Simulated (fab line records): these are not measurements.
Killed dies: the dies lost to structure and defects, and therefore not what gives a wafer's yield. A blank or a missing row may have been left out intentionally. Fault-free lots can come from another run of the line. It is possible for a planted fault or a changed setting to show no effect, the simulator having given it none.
The tool behind it: which one? :: flow gf180mcu :: 36 wafers from 12 lots sampled at 2 of the route's 602 steps

## WHAT THE GAUGES READ, wafer by wafer
GF_CONTACT_OVL_MEAS_15. Usual: CONTACT_OVL 0 nm, standard deviation 5.7.
lot: L673
measured: day 16 11:38
on: overlay-02
CONTACT_OVL (nm): -2 4 4
flag: 

lot: L674
measured: day 17 07:23
on: overlay-01
CONTACT_OVL (nm): 2 6 4
flag: 

lot: L677
measured: day 18 04:52
on: overlay-02
CONTACT_OVL (nm): -1 -4 0
flag: 

lot: L678
measured: day 18 13:32
on: overlay-02
CONTACT_OVL (nm): 2 -1 6
flag: 

lot: L679
measured: day 18 21:29
on: overlay-02
CONTACT_OVL (nm): -7 -4 -6
flag: 

lot: L684
measured: day 20 18:49
on: overlay-01
CONTACT_OVL (nm): 5 1 0
flag: 

lot: L686
measured: day 21 10:53
on: overlay-02
CONTACT_OVL (nm): -15 -8 -9
flag: 

lot: L687
measured: day 21 20:27
on: overlay-02
CONTACT_OVL (nm): 12 12 11
flag: 

lot: L688
measured: day 21 20:56
on: overlay-02
CONTACT_OVL (nm): 6 2 8
flag: 

lot: L691
measured: day 23 12:49
on: overlay-01
CONTACT_OVL (nm): 6 9 1
flag: 

lot: L693
measured: day 23 18:36
on: overlay-02
CONTACT_OVL (nm): -1 -3 0
flag: 

lot: L694
measured: day 24 08:22
on: overlay-01
CONTACT_OVL (nm): 6 -1 2
flag: 

## TOOL THAT RAN EACH LOT (tool first, then ch and the chambers of the sampled wafers, then the start)
lot: L673
GF_SAB_ETCH_11: rie_diel-03 ch 0,1, day 15 12:22

lot: L674
GF_SAB_ETCH_11: rie_diel-01 ch 1,2, day 16 06:40

lot: L677
GF_SAB_ETCH_11: rie_diel-01 ch 1,3, day 17 03:43

lot: L678
GF_SAB_ETCH_11: rie_diel-01 ch 0,2,3, day 17 12:04

lot: L679
GF_SAB_ETCH_11: rie_diel-02 ch 1,2,3, day 17 20:10

lot: L684
GF_SAB_ETCH_11: rie_diel-02 ch 1,2, day 19 17:25

lot: L686
GF_SAB_ETCH_11: rie_diel-03 ch 0,1,2, day 20 09:07

lot: L687
GF_SAB_ETCH_11: rie_diel-03 ch 1,2, day 20 19:01

lot: L688
GF_SAB_ETCH_11: rie_diel-02 ch 1,2,3, day 20 19:43

lot: L691
GF_SAB_ETCH_11: rie_diel-02 ch 1,2,3, day 22 12:10

lot: L693
GF_SAB_ETCH_11: rie_diel-02 ch 0,2, day 22 18:31

lot: L694
GF_SAB_ETCH_11: rie_diel-03 ch 0,1,3, day 23 08:37
- GF_SAB_ETCH_11: etches SiO2 in C4F8/O2/Ar, target depth 55 nm, time 8.5 s.

## AS READ BY THE TOOLS THEMSELVES (means over the sampled wafers that have a number; for cases with no such wafer, the mark the record gives instead)
GF_SAB_ETCH_11. Usual: bias_w 1201 W, standard deviation 3.5; chamber_pressure_mTorr 40.00 mTorr, standard deviation 0.034; oes_product_au 0.995 a.u., standard deviation 0.012.
lot: L673
tool: rie_diel-03
bias_w (W): 1202
chamber_pressure_mTorr (mTorr): 39.99
oes_product_au (a.u.): 0.970
flag: 

lot: L674
tool: rie_diel-01
bias_w (W): 1200
chamber_pressure_mTorr (mTorr): 40.05
oes_product_au (a.u.): 0.999
flag: 

lot: L677
tool: rie_diel-01
bias_w (W): 1203
chamber_pressure_mTorr (mTorr): 40.01
oes_product_au (a.u.): 1.000
flag: 

lot: L678
tool: rie_diel-01
bias_w (W): 1197
chamber_pressure_mTorr (mTorr): 39.98
oes_product_au (a.u.): 0.994
flag: 

lot: L679
tool: rie_diel-02
bias_w (W): 1203
chamber_pressure_mTorr (mTorr): 40.03
oes_product_au (a.u.): 1.003
flag: 

lot: L684
tool: rie_diel-02
bias_w (W): 1199
chamber_pressure_mTorr (mTorr): 39.98
oes_product_au (a.u.): 1.007
flag: 

lot: L686
tool: rie_diel-03
bias_w (W): 1200
chamber_pressure_mTorr (mTorr): 39.98
oes_product_au (a.u.): 0.991
flag: 

lot: L687
tool: rie_diel-03
bias_w (W): 1198
chamber_pressure_mTorr (mTorr): 40.01
oes_product_au (a.u.): 1.000
flag: 

lot: L688
tool: rie_diel-02
bias_w (W): 1201
chamber_pressure_mTorr (mTorr): 39.98
oes_product_au (a.u.): 1.004
flag: 

lot: L691
tool: rie_diel-02
bias_w (W): 1199
chamber_pressure_mTorr (mTorr): 40.01
oes_product_au (a.u.): 0.997
flag: 

lot: L693
tool: rie_diel-02
bias_w (W): 1199
chamber_pressure_mTorr (mTorr): 40.01
oes_product_au (a.u.): 0.998
flag: 

lot: L694
tool: rie_diel-03
bias_w (W): 1203
chamber_pressure_mTorr (mTorr): 40.02
oes_product_au (a.u.): 0.987
flag: 

## THE ANSWER, worked out from the rows above alone
Rule: a lot is off if the mean of its wafers that have a number lies more than 3 standard deviations from the usual mean. Also off: a lot with no number at a reading for which 4 or more lots have one. Any other lot the step has rows for is counted as sound. First the gauges in route order, then the tools' own readings, where a lot's mean is used as printed above. The first step at which some lot is off is used, and at that step the reading that is off furthest; a lot without a number counts as furthest.
None of the lots is off at any reading shown; this tells nothing.

## WHAT THE SIMULATOR HAD PUT IN
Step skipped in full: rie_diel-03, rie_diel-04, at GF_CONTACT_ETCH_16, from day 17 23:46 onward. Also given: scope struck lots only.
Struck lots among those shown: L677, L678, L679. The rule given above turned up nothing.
